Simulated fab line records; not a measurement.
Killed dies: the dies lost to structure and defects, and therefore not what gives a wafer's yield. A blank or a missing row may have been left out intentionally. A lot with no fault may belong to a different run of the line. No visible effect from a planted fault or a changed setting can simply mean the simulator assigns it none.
Problem report in the 8D (eight disciplines) form, filled by code / flow gf180mcu / the parts of the form that need people (team, actions taken, sign-off) are left out

== 1. PROBLEM STATEMENT ==
Mean of cd_nm at GF_HV_LDD_CD_MEAS_07: 333.3 nm across 5 wafers in 3 lots; on wafers with no fault it is 400.0 nm (standard deviation 2.1). Measured from the usual mean, that is -32 standard deviations.
The step: target cd 400 nm.
First observed at day 14 19:17: wafer L693.3, on cd_sem-01. The record holds 43 wafers of 15 lots with a number at this step. The rule behind "out" and "out of limits": a value lying over 4 standard deviations away from the usual mean. The other wafers with a number count as sound.

== 2. WHAT IT IS AND WHAT IT IS NOT ==
question=which readings at this step | is=cd_nm | is not=-
question=which lots | is=L693, L694, L697 | is not=L678, L680, L681, L683, L684, L686, L687, L688, L689, L690, L691, L692
question=which wafers of those lots | is=L693.3, L693.4, L694.3, L697.3, L697.4 | is not=L694.1, L697.6
question=read on which gauges | is=cd_sem-01, cd_sem-02 | is not=-
question=when | is=from day 14 19:17 | is not=up to then (36 sound wafers); but 2 sound wafers of L694, L697 came after

== 3. WHAT RULES OUT EACH SUSPECT ==
Counting: a tool at a process step up to the reading stays a suspect if it ran every lot that is out. Sound lots after the first of them don't rule it out here, since some wafers of a struck lot are sound.
- the gauge at GF_HV_LDD_CD_MEAS_07: ruled out. 2 gauges (cd_sem-01, cd_sem-02) read the wafers that are out.
- litho_track-01 at GF_HV_LDD_DEVELOP_06 (develop time 60 s): kept. It ran every lot that is out, first L693 (day 14 19:09); its last sound lot up to then is L692 (day 14 12:18).
After counting, what remains is litho_track-01 at GF_HV_LDD_DEVELOP_06.

== 4. THE CAUSE (what the simulator had put in) ==
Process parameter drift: litho_track-01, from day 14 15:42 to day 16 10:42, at GF_HV_LDD_DEVELOP_06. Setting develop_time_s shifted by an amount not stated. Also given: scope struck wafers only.
Counting left only this tool.

== 5. SEQUENCE OF EFFECTS, ordered by route ==
Each row: a reading where the mean over the struck wafers with a number is more than 3 standard deviations away from the usual. Only readings for which the record gives a usual standard deviation are gone through. hours: the time from each lot's start at the first step in this table that gives one to its start at this step, as a median over the lots. sigmas: the change in usual standard deviations.
hours=0; step=GF_HV_LDD_CD_MEAS_07; reading=cd_nm; usual=400.0 nm; on struck wafers=333.3; change=-66.7; sigmas=-32

== 6. WHAT WOULD HAVE CAUGHT IT SOONER ==
The first out-of-limits reading at a measuring or inspecting step in this record came at day 14 19:17, 4 hours after the fault's start at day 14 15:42.
Among the 3 lots that are out, L694, L697 began GF_HV_LDD_DEVELOP_06 on litho_track-01 after day 14 19:17. A hold on the tool at that time would have spared those 2.
